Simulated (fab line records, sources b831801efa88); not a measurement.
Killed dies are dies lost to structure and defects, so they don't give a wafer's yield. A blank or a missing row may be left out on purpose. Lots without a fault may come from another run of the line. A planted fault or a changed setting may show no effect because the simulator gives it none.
Which tool did it? | flow gf180mcu | 12 lots, 36 wafers sampled, at 7 steps of a route of 602

WHAT THE GAUGES READ, wafer by wafer
GF_NSD_TW_MEAS_12. Usual: NSD_TW 4236, standard deviation 19.
lot  | measured     | on            | NSD_TW         | flag
L288 | day 13 10:37 | film_metro-03 | 4173 4193 4206 |
L290 | day 14 07:35 | film_metro-03 | 4237 4233 4259 |
L292 | day 15 02:46 | film_metro-04 | 4263 4261 4258 |
L294 | day 16 00:53 | film_metro-01 | 4220 4225 4215 |
L296 | day 16 18:42 | film_metro-01 | 4264 4292 4289 |
L297 | day 16 22:25 | film_metro-04 | 4251 4238 4231 |
L298 | day 17 07:53 | film_metro-01 | 4228 4223 4238 |
L299 | day 17 10:46 | film_metro-04 | 4283 4279 4285 |
L300 | day 17 16:28 | film_metro-04 | 4242 4242 4259 |
L303 | day 19 02:06 | film_metro-01 | 4289 4303 4287 |
L309 | day 20 17:01 | film_metro-04 | 4207 4220 4248 |
L310 | day 21 07:14 | film_metro-03 | 4273 4272 4270 |

GF_PSD_RS_MEAS_14: measures by four-point-probe. Usual: NSD_RS 46.14 ohm/sq, standard deviation 0.11.
lot  | measured     | on            | NSD_RS (ohm/sq)   | flag
L288 | day 14 07:56 | film_metro-01 | 46.24 46.22 46.26 |
L290 | day 15 05:04 | film_metro-01 | 46.20 46.27 46.23 |
L292 | day 16 01:16 | film_metro-01 | 46.22 46.21 46.04 |
L294 | day 16 23:43 | film_metro-03 | 46.22 46.23 46.21 |
L296 | day 17 17:34 | film_metro-03 | 44.12 44.07 44.06 | OFF
L297 | day 17 22:59 | film_metro-03 | 46.07 45.98 46.05 |
L298 | day 18 08:25 | film_metro-04 | 46.05 46.17 46.16 |
L299 | day 18 10:46 | film_metro-01 | 44.18 44.24 44.17 | OFF
L300 | day 18 16:45 | film_metro-03 | 46.06 46.05 46.08 |
L303 | day 20 03:02 | film_metro-03 | 44.01 43.99 43.98 | OFF
L309 | day 21 17:33 | film_metro-04 | 45.84 46.01 46.04 |
L310 | day 22 08:19 | film_metro-04 | 46.00 46.04 46.03 |

GF_SALICIDE_THK_MEAS_05: measures by xrf. Usual: SALICIDE_TIN_THK 19.6 nm, standard deviation 0.32.
lot  | measured     | on            | SALICIDE_TIN_THK (nm) | flag
L288 | day 15 06:29 | film_metro-04 | 19.4 19.2 19.1        |
L290 | day 16 04:23 | film_metro-04 | 19.7 19.7 19.8        |
L292 | day 17 01:02 | film_metro-01 | 19.6 19.7 19.6        |
L294 | day 18 00:24 | film_metro-04 | 19.8 19.0 19.5        |
L296 | day 18 18:26 | film_metro-02 | 20.1 19.9 19.7        |
L297 | day 18 23:50 | film_metro-01 | 18.9 19.5 18.8        |
L298 | day 19 10:38 | film_metro-02 | 19.6 19.9 19.8        |
L299 | day 19 11:57 | film_metro-04 | 19.6 19.4 19.5        |
L300 | day 19 18:21 | film_metro-04 | 19.3 19.6 19.3        |
L303 | day 21 04:36 | film_metro-04 | 19.6 19.5 19.9        |
L309 | day 22 18:02 | film_metro-02 | 19.7 19.7 19.5        |
L310 | day 23 08:09 | film_metro-02 | 19.6 19.8 19.8        |

GF_CONTACT_THK_MEAS_01. Usual: CONTACT_CVD_00_THK 299.3 nm, standard deviation 2.9.
lot  | measured     | on            | CONTACT_CVD_00_THK (nm) | flag
L288 | day 15 06:53 | film_metro-03 | 295.0 292.7 297.7       |
L290 | day 16 04:47 | film_metro-01 | 300.6 299.3 303.9       |
L292 | day 17 01:33 | film_metro-03 | 299.8 299.3 299.0       |
L294 | day 18 00:55 | film_metro-02 | 297.0 296.9 294.1       |
L296 | day 18 18:50 | film_metro-01 | 299.3 300.6 301.9       |
L297 | day 19 00:14 | film_metro-03 | 301.4 304.1 298.1       |
L298 | day 19 11:02 | film_metro-02 | 299.6 300.8 301.9       |
L299 | day 19 12:21 | film_metro-01 | 297.9 301.3 298.8       |
L300 | day 19 18:45 | film_metro-01 | 299.2 299.5 300.8       |
L303 | day 21 05:00 | film_metro-01 | 297.3 299.7 297.6       |
L309 | day 22 18:26 | film_metro-02 | 299.9 299.4 294.6       |
L310 | day 23 08:33 | film_metro-02 | 301.7 298.2 298.9       |

GF_CONTACT_CD_MEAS_14: target cd 220 nm. Usual: cd_nm 220.1 nm, standard deviation 1.4.
lot  | measured     | on        | cd_nm (nm)        | flag
L288 | day 16 05:11 | cd_sem-01 | 218.8 217.2 218.9 |
L290 | day 17 03:43 | cd_sem-01 | 219.4 219.0 217.8 |
L292 | day 18 01:19 | cd_sem-02 | 221.3 222.1 222.2 |
L294 | day 19 01:58 | cd_sem-02 | 219.2 219.0 218.5 |
L296 | day 19 20:10 | cd_sem-02 | 217.9 218.1 219.8 |
L297 | day 20 00:49 | cd_sem-01 | 222.1 222.2 220.5 |
L298 | day 20 11:50 | cd_sem-01 | 219.2 219.1 220.5 |
L299 | day 20 13:19 | cd_sem-02 | 222.4 221.5 224.0 |
L300 | day 20 19:40 | cd_sem-01 | 218.7 220.9 218.4 |
L303 | day 22 05:53 | cd_sem-01 | 220.8 219.4 219.4 |
L309 | day 23 17:28 | cd_sem-02 | 218.4 219.4 220.1 |
L310 | day 24 08:10 | cd_sem-02 | 220.2 221.2 219.1 |

WHICH TOOL RAN EACH LOT (tool, then ch and the chambers of the sampled wafers, then the start)
lot  | GF_NSD_IMPLANT_09               | GF_NSD_STRIP_11
L288 | implanter-01 ch 0, day 13 10:14 | plasma_asher-03 ch 0,1, day 13 10:31
L290 | implanter-03 ch 0, day 14 07:11 | plasma_asher-04 ch 0,1, day 14 07:29
L292 | implanter-02 ch 0, day 15 02:22 | plasma_asher-04 ch 0,1, day 15 02:40
L294 | implanter-02 ch 0, day 16 00:29 | plasma_asher-02 ch 0,1, day 16 00:47
L296 | implanter-01 ch 0, day 16 17:53 | plasma_asher-03 ch 0,1, day 16 18:29
L297 | implanter-01 ch 0, day 16 22:01 | plasma_asher-02 ch 1, day 16 22:19
L298 | implanter-02 ch 0, day 17 07:30 | plasma_asher-04 ch 0,1, day 17 07:46
L299 | implanter-02 ch 0, day 17 10:05 | plasma_asher-04 ch 0,1, day 17 10:41
L300 | implanter-03 ch 0, day 17 16:04 | plasma_asher-04 ch 0,1, day 17 16:22
L303 | implanter-03 ch 0, day 19 01:12 | plasma_asher-03 ch 0,1, day 19 01:59
L309 | implanter-01 ch 0, day 20 16:37 | plasma_asher-02 ch 0,1, day 20 16:55
L310 | implanter-02 ch 0, day 21 06:50 | plasma_asher-03 ch 0,1, day 21 07:08
- GF_NSD_IMPLANT_09
- GF_NSD_STRIP_11: strips in O2/N2.

WHAT THE TOOLS THEMSELVES READ (means of the sampled wafers that have a number; where no wafer has one, the mark that the record gives instead)
GF_NSD_STRIP_11. Usual: chamber_pressure_mTorr 1500.1 mTorr, standard deviation 1.5; drypump_motor_current_A 6.1 A, standard deviation 0.37; heater_power_w 328 W, standard deviation 34; oes_product_au 0.487 a.u., standard deviation 0.0043; strip_time_to_endpoint_s 22.95 s, standard deviation 0.038.
lot  | tool            | chamber_pressure_mTorr (mTorr) | drypump_motor_current_A (A) | heater_power_w (W) | oes_product_au (a.u.) | strip_time_to_endpoint_s (s) | flag
L288 | plasma_asher-03 | 1500.0                         | 6.0                         | 348                | 0.489                 | 22.91                        |
L290 | plasma_asher-04 | 1499.7                         | 5.9                         | 348                | 0.486                 | 22.95                        |
L292 | plasma_asher-04 | 1500.6                         | 6.1                         | 342                | 0.483                 | 22.96                        |
L294 | plasma_asher-02 | 1499.6                         | 6.0                         | 300                | 0.487                 | 22.92                        |
L296 | plasma_asher-03 | 1501.0                         | 6.0                         | 345                | 0.474                 | 24.12                        | OFF
L297 | plasma_asher-02 | 1499.9                         | 6.5                         | 281                | 0.490                 | 22.95                        |
L298 | plasma_asher-04 | 1502.0                         | 5.9                         | 352                | 0.486                 | 22.93                        |
L299 | plasma_asher-04 | 1499.1                         | 5.9                         | 340                | 0.476                 | 24.04                        | OFF
L300 | plasma_asher-04 | 1501.4                         | 5.9                         | 344                | 0.484                 | 22.96                        |
L303 | plasma_asher-03 | 1500.4                         | 6.0                         | 345                | 0.476                 | 24.08                        | OFF
L309 | plasma_asher-02 | 1498.5                         | 6.3                         | 293                | 0.486                 | 22.90                        |
L310 | plasma_asher-03 | 1499.0                         | 6.0                         | 346                | 0.489                 | 22.92                        |

THE ANSWER, worked out from the rows above alone
Rule: a lot is off if the mean of its wafers that have a number lies more than 3 standard deviations from the usual mean. A lot without any number at a reading at which 4 lots or more have one is off too. The other lots that the step has rows for count as sound. The gauges are gone through in route order, then the tools' own readings, and for those a lot's mean is taken as printed above. The first step at which some lot is off is used, and at that step the reading that is off furthest; a lot without a number counts as furthest.
Off: L296, L299, L303, at GF_PSD_RS_MEAS_14 (NSD_RS).
A tool fits if, at a process step before that reading, it ran every lot that is off, and no sound lot after the first of them. The gauges at GF_PSD_RS_MEAS_14 aren't tried: what is off there is off at GF_NSD_STRIP_11 too, on other tools, and a gauge's error can't cause that. None of those tried fits.

WHAT THE SIMULATOR HAD PUT IN
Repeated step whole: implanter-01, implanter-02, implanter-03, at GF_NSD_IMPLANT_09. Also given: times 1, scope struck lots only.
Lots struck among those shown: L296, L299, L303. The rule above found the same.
